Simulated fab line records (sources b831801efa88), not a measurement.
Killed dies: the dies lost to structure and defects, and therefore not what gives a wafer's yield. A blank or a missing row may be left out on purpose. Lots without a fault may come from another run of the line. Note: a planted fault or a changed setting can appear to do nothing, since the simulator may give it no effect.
Which of the tools did it? :: flow sky130 :: route of 708 steps, sampled at 1 step: 12 lots, 35 wafers

== WHAT THE GAUGES READ, wafer by wafer ==
SKY_FIELD_ISO_THK_MEAS_04. Usual: FIELD_ISO_CVD_03_THK typically reads 164.1 nm, with standard deviation 1.8.
lot: L694
measured: day 2 06:32
on: filmMetro-01
FIELD_ISO_CVD_03_THK (nm): 164.5 166.3 166.4
flag: 

lot: L696
measured: day 2 16:15
on: filmMetro-03
FIELD_ISO_CVD_03_THK (nm): 162.3 161.2 159.3
flag: 

lot: L697
measured: day 2 23:54
on: filmMetro-03
FIELD_ISO_CVD_03_THK (nm): 162.4 162.2 162.1
flag: 

lot: L698
measured: day 3 02:44
on: filmMetro-01
FIELD_ISO_CVD_03_THK (nm): 160.3 160.5 160.7
flag: 

lot: L699
measured: day 3 06:47
on: filmMetro-04
FIELD_ISO_CVD_03_THK (nm): 166.2 165.9 164.6
flag: 

lot: L700
measured: day 3 11:12
on: filmMetro-01
FIELD_ISO_CVD_03_THK (nm): 161.4 161.1 162.7
flag: 

lot: L701
measured: day 3 15:29
on: filmMetro-01
FIELD_ISO_CVD_03_THK (nm): 163.6 163.8 163.5
flag: 

lot: L702
measured: day 3 20:53
on: filmMetro-04
FIELD_ISO_CVD_03_THK (nm): 162.1 162.7 163.2
flag: 

lot: L703
measured: day 4 02:25
on: filmMetro-01
FIELD_ISO_CVD_03_THK (nm): 163.7 164.2 164.9
flag: 

lot: L704
measured: day 4 09:02
on: filmMetro-03
FIELD_ISO_CVD_03_THK (nm): 164.3 162.0 164.3
flag: 

lot: L705
measured: day 4 13:04
on: filmMetro-03
FIELD_ISO_CVD_03_THK (nm): 164.8 163.4 165.0
flag: 

lot: L711
measured: day 5 17:29
on: filmMetro-03
FIELD_ISO_CVD_03_THK (nm): 166.8 166.0
flag: 

== WHAT TOOL EACH LOT RAN ON (gives the tool, then ch and the chambers of the sampled wafers, and finally the start) ==
Before these readings, the record contains no process step.

== AS READ BY THE TOOLS THEMSELVES (means over the sampled wafers that have a number; for cases with no such wafer, the mark the record gives instead) ==
The record holds no such reading with a usual standard deviation.

== THE ANSWER, worked out from the rows above alone ==
Rule: take the mean of a lot's wafers that have a number; if it is more than 3 standard deviations from the usual mean, the lot is off. A lot without any number at a reading at which 4 lots or more have one is off too. All remaining lots with rows at the step are treated as sound. First the gauges in route order, then the tools' own readings, where a lot's mean is used as printed above. At the first step where some lot is off, the reading lying furthest off is the one used; lots without a number count as furthest.
No lot is off on any of the readings shown, so nothing can be concluded from this.

== WHAT THE SIMULATOR PUT IN ==
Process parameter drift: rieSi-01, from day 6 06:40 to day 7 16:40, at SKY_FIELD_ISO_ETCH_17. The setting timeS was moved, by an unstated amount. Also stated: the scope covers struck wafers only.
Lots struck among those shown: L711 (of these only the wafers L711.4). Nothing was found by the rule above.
